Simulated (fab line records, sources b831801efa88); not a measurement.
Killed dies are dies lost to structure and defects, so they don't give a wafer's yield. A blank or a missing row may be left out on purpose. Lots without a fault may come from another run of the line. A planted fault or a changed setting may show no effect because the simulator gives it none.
Chamber matching | flow sky130 | SKY_LI_CONTACT_CMP_24 on cmp-02: 4 sister chambers
The step polishes, stops on PSG, t overpolish 20 s, target thk 0 nm. 8 wafers are shown with their chamber, then 9 later ones without.

WAFERS WITH THEIR CHAMBER
wafer  | chamber | motor_current_A (A) | platen_rpm (rpm)
L966.3 | 2       | 9.9                 | 60.09
L968.1 | 2       | 10.9                | 60.04
L975.6 | 3       | 10.0                | 60.02
L978.5 | 1       | 12.8                | 60.03
L978.6 | 0       | 10.6                | 60.04
L980.3 | 3       | 10.3                | 60.06
L980.4 | 0       | 11.1                | 59.98
L980.5 | 1       | 12.2                | 60.02

WAFERS WITHOUT THEIR CHAMBER
wafer  | motor_current_A (A) | platen_rpm (rpm)
L982.2 | 10.1                | 59.93
L982.4 | 10.7                | 59.95
L982.6 | 12.4                | 60.01
L984.2 | 10.6                | 59.98
L984.3 | 10.4                | 60.03
L984.5 | 10.5                | 60.02
L987.1 | 11.0                | 59.97
L987.2 | 10.7                | 60.02
L987.6 | 10.2                | 59.98

WHICH CHAMBER EACH WENT THROUGH
wafer  | from the rows above          | in truth
L982.2 | can't be placed: 0 or 3 or 2 | 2
L982.4 | can't be placed: 0 or 3 or 2 | 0
L982.6 | 1                            | 1
L984.2 | can't be placed: 0 or 3 or 2 | 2
L984.3 | can't be placed: 3 or 2 or 0 | 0
L984.5 | can't be placed: 0 or 3 or 2 | 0
L987.1 | can't be placed: 0 or 3 or 2 | 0
L987.2 | can't be placed: 0 or 3 or 2 | 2
L987.6 | can't be placed: 0 or 3 or 2 | 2
Placed correctly: 1 of 9. Can't be placed from these rows: 8 (the true chamber is among the candidates in 8). Placed wrongly: 0.
How it was worked out, from the rows above alone: a wafer's distance from a chamber is the root of the sum, over the readings, of the square of ((its reading less the chamber's mean) divided by the reading's scatter). The wafer belongs to the nearest chamber; if the next one is less than 2 further off, it can't be placed. A chamber's mean is the mean of its shown wafers. The scatter: the root of (the sum of the squares of (reading less its chamber's mean) over the shown wafers, divided by (wafers less chambers)).
